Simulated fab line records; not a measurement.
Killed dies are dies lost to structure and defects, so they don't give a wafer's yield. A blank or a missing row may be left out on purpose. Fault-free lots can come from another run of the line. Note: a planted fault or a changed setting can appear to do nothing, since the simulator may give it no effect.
Which of the tools did it?    flow sky130    72 wafers from 24 lots sampled at 6 of the route's 708 steps

## WHAT EACH GAUGE READ, for each wafer
SKY_CONTACT_THK_MEAS_26: measures by xrf. Usual: for CONTACT_W_THK the level is 349 nm and the standard deviation is 6.
lot   measured      on             CONTACT_W_THK (nm)  flag
L074  day 31 14:09  film-metro-01  344 343 348         
L075  day 31 22:42  film-metro-01  344 343 341         
L076  day 33 06:32  film-metro-04  352 354 352         
L077  day 33 10:43  film-metro-04  353 355 351         
L079  day 33 11:22  film-metro-02  345 351 349         
L080  day 33 12:36  film-metro-02  355 351 355         
L078  day 33 13:24  film-metro-01  341 340 342         
L081  day 33 17:01  film-metro-04  352 350 356         
L082  day 34 04:34  film-metro-01  348 347 338         
L083  day 34 14:38  film-metro-01  339 335 343         
L085  day 35 02:48  film-metro-01  339 337 340         
L084  day 35 03:40  film-metro-04  351 348 347         
L086  day 35 15:26  film-metro-01  345 343 346         
L089  day 36 22:15  film-metro-01  352 346 347         
L087  day 36 23:23  film-metro-02  358 356 356         
L088  day 36 23:41  film-metro-04  356 353 354         
L090  day 37 02:31  film-metro-02  352 356 350         
L091  day 37 05:37  film-metro-01  350 348 349         
L092  day 37 09:26  film-metro-04  355 355 352         
L093  day 37 12:10  film-metro-01  348 347 349         
L094  day 37 22:19  film-metro-04  348 348 343         
L095  day 38 06:56  film-metro-04  356 358 357         
L096  day 38 10:36  film-metro-01  347 347 347         
L097  day 38 16:47  film-metro-04  351 356 357         

SKY_VIA2_CD_MEAS_12: target cd 200 nm. Usual: 200.2 nm for cd-nm, sd 1.2.
lot   measured      on         cd-nm (nm)         flag
L074  day 36 06:59  cd-sem-02  196.7 197.6 198.6  
L075  day 36 15:21  cd-sem-02  200.5 200.9 201.2  
L076  day 37 21:43  cd-sem-02  201.0 201.6 200.0  
L077  day 37 23:52  cd-sem-02  200.1 199.3 199.8  
L079  day 38 02:50  cd-sem-02  201.1 200.4 200.8  
L080  day 38 03:52  cd-sem-02  200.4 198.4 200.3  
L078  day 38 03:31  cd-sem-01  198.9 198.4 200.2  
L081  day 38 08:25  cd-sem-01  200.7 199.9 201.5  
L082  day 38 23:01  cd-sem-01  200.5 200.0 200.8  
L083  day 39 03:01  cd-sem-02  201.8 200.8 200.7  
L085  day 39 13:03  cd-sem-01  199.8 198.7 199.2  
L084  day 39 13:24  cd-sem-02  199.8 198.7 201.3  
L086  day 40 05:45  cd-sem-02  201.9 202.0 201.3  
L089  day 41 09:25  cd-sem-02  200.0 200.1 199.9  
L087  day 41 10:50  cd-sem-02  201.0 201.9 200.7  
L088  day 41 11:01  cd-sem-01  201.3 200.9 200.3  
L090  day 41 12:31  cd-sem-02  198.6 201.1 200.9  
L091  day 41 14:18  cd-sem-02  200.2 200.3 199.9  
L092  day 41 16:53  cd-sem-01  196.3 196.0 198.3  
L093  day 41 18:20  cd-sem-02  199.4 200.9 199.9  
L094  day 42 07:49  cd-sem-01  203.3 200.9 202.1  
L095  day 42 12:43  cd-sem-02  198.2 198.4 198.8  
L096  day 42 17:15  cd-sem-01  200.5 200.7 200.8  
L097  day 42 19:23  cd-sem-02  200.6 201.9 201.3  

SKY_VIA3_OVL_MEAS_13. Usual: for VIA3_OVL the level is -1 nm and the standard deviation is 6.5.
lot   measured      on          VIA3_OVL (nm)  flag
L074  day 39 13:50  overlay-01  -11 -14 -7     
L075  day 39 23:56  overlay-02  -3 -1 -4       
L076  day 41 03:17  overlay-02  -9 -4 -2       
L077  day 41 04:26  overlay-01  3 5 7          
L079  day 41 08:32  overlay-02  5 6 -3         
L080  day 41 10:29  overlay-01  2 0 -5         
L078  day 41 10:23  overlay-02  -4 4 0         
L081  day 41 13:56  overlay-02  -7 -6 1        
L082  day 42 07:02  overlay-02  -9 -6 -15      
L083  day 42 08:56  overlay-02  2 1 10         
L085  day 42 17:32  overlay-02  -7 -11 -5      
L084  day 42 18:11  overlay-02  1 3 4          
L086  day 43 07:53  overlay-02  3 -3 0         
L089  day 44 09:05  overlay-01  6 1 -3         
L087  day 44 12:14  overlay-01  -15 -10 -7     
L088  day 44 12:26  overlay-02  0 4 -1         
L090  day 44 12:35  overlay-02  -1 3 1         
L091  day 44 14:01  overlay-02  2 6 -1         
L092  day 44 16:54  overlay-01  15 4 5         
L093  day 44 18:08  overlay-02  0 1 1          
L094  day 45 05:29  overlay-02  -4 -6 -8       
L095  day 45 10:56  overlay-01  -11 -9 -5      
L096  day 45 14:52  overlay-02  12 12 7        
L097  day 45 17:14  overlay-02  2 -4 -1        

SKY_PAD_OPEN_BOW_MEAS_13. Usual: for PAD_OPEN_BOW the level is 45 um and the standard deviation is 8.5.
lot   measured      on             PAD_OPEN_BOW (um)  flag
L074  day 45 14:23  film-metro-02  57 66 52           
L075  day 46 00:40  film-metro-02  37 38 44           
L076  day 46 22:05  film-metro-03  43 37 32           
L077  day 46 22:26  film-metro-02  57 46 51           
L079  day 47 05:45  film-metro-04  48 50 49           
L080  day 47 07:16  film-metro-04  52 38 41           
L078  day 47 06:57  film-metro-03  40 47 42           
L081  day 47 08:27  film-metro-03  48 50 46           
L082  day 47 18:25  film-metro-03  48 53 48           
L083  day 48 00:09  film-metro-03  39 42 27           
L085  day 48 06:47  film-metro-03  41 35 38           
L084  day 48 07:01  film-metro-02  36 46 61           
L086  day 48 16:28  film-metro-02  42 40 38           
L089  day 49 17:26  film-metro-04  45 44 47           
L087  day 49 19:55  film-metro-02  52 49 50           
L088  day 49 19:58  film-metro-03  50 37 49           
L090  day 49 22:01  film-metro-04  48 52 59           
L091  day 49 23:04  film-metro-04  37 50 37           
L092  day 50 00:13  film-metro-02  27 39 36           
L093  day 50 00:13  film-metro-03  45 51 43           
L094  day 50 06:50  film-metro-02  44 62 59           
L095  day 50 12:07  film-metro-04  40 44 42           
L096  day 50 16:59  film-metro-04  52 58 51           
L097  day 50 18:25  film-metro-02  52 31 50           

## TOOL THAT RAN EACH LOT (tool first, then ch and the chambers of the sampled wafers, then the start)
lot   SKY_METAL2_ETCH_18                 SKY_METAL4_METAL_ETCH_18
L074  rie-metal-04 ch 0,1, day 35 03:40  rie-metal-03 ch 0,1, day 41 17:22
L075  rie-metal-02 ch 1, day 35 11:05    rie-metal-04 ch 0,1, day 42 02:40
L076  rie-metal-02 ch 0,1, day 36 18:17  rie-metal-04 ch 1, day 43 03:31
L077  rie-metal-02 ch 0,1, day 36 20:23  rie-metal-03 ch 0,1, day 43 04:34
L079  rie-metal-04 ch 0,1, day 36 23:12  rie-metal-02 ch 0,1, day 43 09:31
L080  rie-metal-02 ch 0,1, day 37 00:11  rie-metal-02 ch 0,1, day 43 10:58
L078  rie-metal-03 ch 0,1, day 36 23:50  rie-metal-03 ch 1, day 43 10:28
L081  rie-metal-04 ch 0,1, day 37 05:36  rie-metal-02 ch 0,1, day 43 13:18
L082  rie-metal-02 ch 0,1, day 37 20:29  rie-metal-03 ch 0,1, day 44 05:09
L083  rie-metal-02 ch 0,1, day 38 00:51  rie-metal-02 ch 0,1, day 44 08:36
L085  rie-metal-03 ch 0,1, day 38 12:01  rie-metal-03 ch 0,1, day 44 16:11
L084  rie-metal-02 ch 0,1, day 38 13:01  rie-metal-03 ch 0,1, day 44 17:21
L086  rie-metal-04 ch 0,1, day 39 01:19  rie-metal-04 ch 0,1, day 45 05:15
L089  rie-metal-02 ch 0,1, day 40 07:37  rie-metal-03 ch 0,1, day 46 07:03
L087  rie-metal-02 ch 0,1, day 40 08:36  rie-metal-02 ch 0,1, day 46 08:46
L088  rie-metal-03 ch 0,1, day 40 08:58  rie-metal-04 ch 0,1, day 46 09:51
L090  rie-metal-02 ch 0,1, day 40 10:32  rie-metal-04 ch 0,1, day 46 10:13
L091  rie-metal-04 ch 0,1, day 40 12:04  rie-metal-02 ch 0,1, day 46 10:33
L092  rie-metal-03 ch 0,1, day 40 14:31  rie-metal-02 ch 0,1, day 46 13:02
L093  rie-metal-04 ch 0,1, day 40 16:50  rie-metal-04 ch 0,1, day 46 13:44
L094  rie-metal-03 ch 0, day 41 07:27    rie-metal-02 ch 0,1, day 47 01:39
L095  rie-metal-02 ch 0,1, day 41 13:04  rie-metal-02 ch 0,1, day 47 06:01
L096  rie-metal-02 ch 0,1, day 41 16:35  rie-metal-04 ch 0,1, day 47 10:02
L097  rie-metal-03 ch 0,1, day 41 19:38  rie-metal-03 ch 0,1, day 47 12:51
- SKY_METAL2_ETCH_18: etches BARC in N2/H2, stops on SiO2, time 45.9 s, target depth 60 nm.
- SKY_METAL4_METAL_ETCH_18: etches the open film in Cl2/BCl3, stops on SiO2, target depth 845 nm, time 183.1 s.

## AS READ BY THE TOOLS THEMSELVES (means over the sampled wafers that have a number; for cases with no such wafer, the mark the record gives instead)
SKY_METAL2_ETCH_18. Usual: drypump-motor-current-A 5.7 A, standard deviation 0.43; oes-product-au 0.854 a.u., standard deviation 0.0047; throttle-valve-pct 13.223 %, standard deviation 0.0097.
lot   tool          drypump-motor-current-A (A)  oes-product-au (a.u.)  throttle-valve-pct (%)  flag
L074  rie-metal-04  5.0                          0.850                  13.220                  
L075  rie-metal-02  6.1                          0.856                  13.232                  
L076  rie-metal-02  5.9                          0.850                  13.216                  
L077  rie-metal-02  6.0                          0.853                  13.222                  
L079  rie-metal-04  5.0                          0.851                  13.211                  
L080  rie-metal-02  6.0                          0.855                  13.223                  
L078  rie-metal-03  5.7                          0.854                  13.218                  
L081  rie-metal-04  5.0                          0.853                  13.228                  
L082  rie-metal-02  6.0                          0.854                  13.227                  
L083  rie-metal-02  6.0                          0.854                  13.215                  
L085  rie-metal-03  5.7                          0.850                  13.226                  
L084  rie-metal-02  6.0                          0.850                  13.228                  
L086  rie-metal-04  5.1                          0.855                  13.219                  
L089  rie-metal-02  6.0                          0.851                  13.229                  
L087  rie-metal-02  5.9                          0.851                  13.223                  
L088  rie-metal-03  5.9                          0.858                  13.222                  
L090  rie-metal-02  6.0                          0.856                  13.219                  
L091  rie-metal-04  5.1                          0.853                  13.217                  
L092  rie-metal-03  5.7                          0.856                  13.219                  
L093  rie-metal-04  5.1                          0.853                  13.222                  
L094  rie-metal-03  6.2                          0.857                  13.232                  
L095  rie-metal-02  6.0                          0.849                  13.217                  
L096  rie-metal-02  6.0                          0.858                  13.225                  
L097  rie-metal-03  6.0                          0.854                  13.219                  

SKY_METAL4_METAL_ETCH_18. Usual: drypump-motor-current-A 5.6 A, standard deviation 0.44; oes-product-au 0.864 a.u., standard deviation 0.0058; throttle-valve-pct 22.264 %, standard deviation 0.0085.
lot   tool          drypump-motor-current-A (A)  oes-product-au (a.u.)  throttle-valve-pct (%)  flag
L074  rie-metal-03  6.0                          0.870                  22.256                  
L075  rie-metal-04  5.0                          0.860                  22.272                  
L076  rie-metal-04  5.0                          0.870                  22.265                  
L077  rie-metal-03  5.7                          0.869                  22.270                  
L079  rie-metal-02  6.0                          0.866                  22.261                  
L080  rie-metal-02  5.9                          0.865                  22.273                  
L078  rie-metal-03  5.5                          0.863                  22.265                  
L081  rie-metal-02  5.9                          0.864                  22.260                  
L082  rie-metal-03  5.7                          0.860                  22.261                  
L083  rie-metal-02  6.0                          0.857                  22.266                  
L085  rie-metal-03  5.9                          0.861                  22.263                  
L084  rie-metal-03  6.0                          0.864                  22.262                  
L086  rie-metal-04  5.1                          0.868                  22.261                  
L089  rie-metal-03  5.9                          0.862                  22.265                  
L087  rie-metal-02  5.9                          0.862                  22.256                  
L088  rie-metal-04  5.1                          0.867                  22.269                  
L090  rie-metal-04  5.1                          0.857                  22.267                  
L091  rie-metal-02  6.0                          0.864                  22.271                  
L092  rie-metal-02  5.9                          0.868                  22.270                  
L093  rie-metal-04  5.0                          0.862                  22.274                  
L094  rie-metal-02  6.0                          0.863                  22.263                  
L095  rie-metal-02  5.9                          0.861                  22.269                  
L096  rie-metal-04  5.1                          0.869                  22.255                  
L097  rie-metal-03  5.7                          0.866                  22.259                  

## THE ANSWER, worked out from the rows above alone
Rule: lot off if the mean of its wafers having a number is beyond 3 standard deviations from the usual mean. A lot without any number at a reading at which 4 lots or more have one is off too. Where the step has rows for the other lots, those lots are counted as sound. Order of review: gauges by route order, followed by the tools' own readings, for which a lot's mean as printed above is used. The first step at which some lot is off is used, and at that step the reading that is off furthest; a lot without a number counts as furthest.
Across all readings shown, no lot is off: no conclusion can be drawn from this.

## WHAT WAS PUT IN BY THE SIMULATOR
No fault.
